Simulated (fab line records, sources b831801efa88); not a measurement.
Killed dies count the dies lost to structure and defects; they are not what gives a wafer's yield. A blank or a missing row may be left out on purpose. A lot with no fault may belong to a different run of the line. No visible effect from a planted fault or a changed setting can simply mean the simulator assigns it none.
A lot that was struck, set against a sound lot | flow sky130 | 16 out of 708 route steps
Sound: the wafers L674.1, L674.2, L674.5. Wafers struck: L668.1, L668.2, L668.5. The cause comes at the end.
Per side, at each step with rows, come the tool, then ch with its chambers, and then its first start. Under that, the readings that differ: sound wafers | struck wafers | difference of the means | sigmas: that difference in standard deviations of wafers without a fault.
alike: readings whose means differ by less than 2 such deviations, and words and numbers that are the same on both sides. not compared: withheld readings, readings that some wafer has no value for, bounds like >300 that may hide the same value, and numbers for which the record gives no deviation and whose values overlap.
A row with sigmas, a row that says differs or no value, or rows on one side alone: a step with any of these is where the two part. Numbers that have no deviation but don't overlap get no sigmas and don't part them. Lack of a reading on every wafer of one side parts them only where that side has two or more wafers.

first, 4 steps without rows for these wafers: SKY_LDD_N_IMPLANT_12; SKY_LDD_N_IMPLANT_13; SKY_LDD_N_IMPLANT_14; SKY_LDD_N_IMPLANT_15.
SKY_LDD_N_STRIP_16: strips in O2/N2.
  sound on plasma-asher-01 ch 0,1, day 23 02:58; struck on plasma-asher-02 ch 0,1, day 21 10:41
  alike: drypump-motor-current-A, oes-product-au, strip-time-to-endpoint-s
  not compared: rf-hours-counter-h
SKY_LDD_N_TW_MEAS_17:
  struck on film-metro-04, day 21 10:47; sound on film-metro-03, day 23 03:04
  reading  | sound          | struck         | difference | sigmas
  LDD_N_TW | 2556 2551 2555 | 2610 2637 2614 | +66        | +2
then, 6 steps without rows for these wafers: SKY_LDD_P_DEHYDRATE_00 (time 60 s); SKY_LDD_P_HMDS_01 (prime time 60 s); SKY_LDD_P_COAT_02 (resist thk 1140 nm); SKY_LDD_P_SOFTBAKE_03 (time 60 s); SKY_LDD_P_EXPOSE_04 (exposes mask PSDM, target cd 380 nm); SKY_LDD_P_PEB_05.
SKY_LDD_P_DEVELOP_06: develop time 60 s.
  sound on litho-track-03 ch 0, day 24 09:19; struck on litho-track-04 ch 0, day 22 16:48
SKY_LDD_P_CD_MEAS_07 targets a cd of 380 nm.
  struck on cd-sem-01, day 22 16:57; sound on cd-sem-02, day 24 09:28
  reading    | sound             | struck            | difference | sigmas
  cd-nm (nm) | 376.8 377.7 376.7 | 371.6 372.1 370.4 | -5.7       | -3
SKY_LDD_P_OVL_MEAS_08:
  struck on overlay-02, day 22 17:04; sound on overlay-01, day 24 09:35
  alike: LDD_P_OVL
-- here the record skips 26 days between the struck wafers' starts before and after, leaving off in module LDD_P and picking up in module PAD_OPEN (first step shown: number 708 of the route) --
SKY_PAD_OPEN_PROBE_99:
  struck on prober-01, day 48 07:31; sound on prober-01, day 49 10:31
  alike: killed_at_M0_to_M3, killed_at_M4_up, killed-at-contacts, killed-at-front-end, killed-at-other, killed-dies, killed-open, killed-short

== WHERE THEY PART ==
Last at SKY_LDD_P_CD_MEAS_07 as far as this record goes, first at SKY_LDD_N_TW_MEAS_17. Later steps at which nothing parts them and some readings are alike: SKY_LDD_P_OVL_MEAS_08, SKY_PAD_OPEN_PROBE_99.

WHY: the cause the simulator had injected
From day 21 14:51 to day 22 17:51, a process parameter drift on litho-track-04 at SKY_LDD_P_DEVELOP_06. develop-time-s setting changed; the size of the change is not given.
